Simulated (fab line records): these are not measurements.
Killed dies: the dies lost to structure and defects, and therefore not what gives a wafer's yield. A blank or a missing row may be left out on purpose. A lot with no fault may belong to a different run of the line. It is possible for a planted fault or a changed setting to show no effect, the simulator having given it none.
2 desks looking at one fault | flow gf180mcu | numbers are kept per desk, each desk with only its own; the story behind them comes last

== METROLOGY DESK ==
What the gauges read, lot by lot, whatever tool the lot ran on: means of the sampled wafers that have a number. The brackets show how far a lot's mean lies from the usual mean; more than 4 standard deviations puts the lot out of limits, marked OUT.
Columns: A = V5_CVD_00_THK at GF_V5_THK_MEAS_01, usual 299 nm; B = V5_W_RS at GF_V5_RS_MEAS_24, usual 0.330 ohm/sq
lot  | first seen here | A   | B
L861 | day 26 00:33    | 300 | 0.334
L862 | day 26 10:13    | 295 | 0.327
L863 | day 27 01:07    | 300 | 0.324
L864 | day 27 11:50    | 298 | 0.321
L865 | day 27 20:25    | 296 | 0.328
L866 | day 28 03:03    | 294 | 0.327
L876 | day 30 20:30    | 298 | 0.331
L878 | day 31 11:21    | 300 | 0.326
L879 | day 31 18:16    | 296 | 0.331
L880 | day 31 22:33    | 298 | 0.338
L881 | day 32 05:14    | 297 | 0.333
L882 | day 32 11:12    | 300 | 0.334
L884 | day 32 18:09    | 301 | 0.330
Finding of this desk: none of the 13 lots has anything out of limits.

== FOR THE TOOL OWNER'S DESK: pvd sputter-01 ==
The tool's own readings at GF_MIM_SPUTTER_03 (material Ti, target thk 10 nm, time 6.7 s): means of the sampled wafers that have a number, for each lot that ran on this tool. The brackets show how far a lot's mean lies from the usual mean; more than 4 standard deviations puts the lot out of limits, marked OUT.
Columns: A = cathode dc power W at GF_MIM_SPUTTER_03, usual 2999.9 W; B = chamber pressure pa at GF_MIM_SPUTTER_03, usual 0.3001 Pa; C = throttle valve pct at GF_MIM_SPUTTER_03, usual 29.2 %
lot  | first seen here | A      | B                | C
L861 | day 24 03:52    | 3000.3 | 0.3002           | 28.5
L863 | day 25 06:25    | 3000.2 | 0.2995           | 29.2
L864 | day 25 18:01    | 2999.5 | 0.2999           | 27.7
L865 | day 26 01:16    | 2999.9 | 0.2815 (-31) OUT | 29.8
L866 | day 26 09:01    | 3000.3 | 0.2816 (-31) OUT | 30.1
L876 | day 29 06:41    | 2999.6 | 0.2995           | 28.7
L878 | day 29 21:48    | 2999.7 | 0.3006           | 29.4
L880 | day 30 10:05    | 3000.0 | 0.2994           | 28.7
This desk finds L865, L866 out of limits, L865 being first, at day 26 01:16 (chamber pressure pa at GF_MIM_SPUTTER_03). L861, L863, L864, L876, L878, L880: within limits.

== TAKEN TOGETHER ==
The tool owner's desk could have raised an alarm at day 26 01:16, on L865, L866.
The metrology desk saw nothing out of limits.
The metrology desk holds a record of L865, L866, inside its limits.
GF_MIM_SPUTTER_03 was run on pvd sputter-01 by each of the lots named.

== WHAT THE SIMULATOR HAD INSERTED ==
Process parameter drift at GF_MIM_SPUTTER_03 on pvd sputter-01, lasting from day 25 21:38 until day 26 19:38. Setting chamber pressure pa shifted by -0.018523 from 0.3. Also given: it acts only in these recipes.
Lots struck among those shown: L865, L866.
How many hours passed from the start of the fault until each desk's first out-of-limits reading: the tool owner's desk, 4.
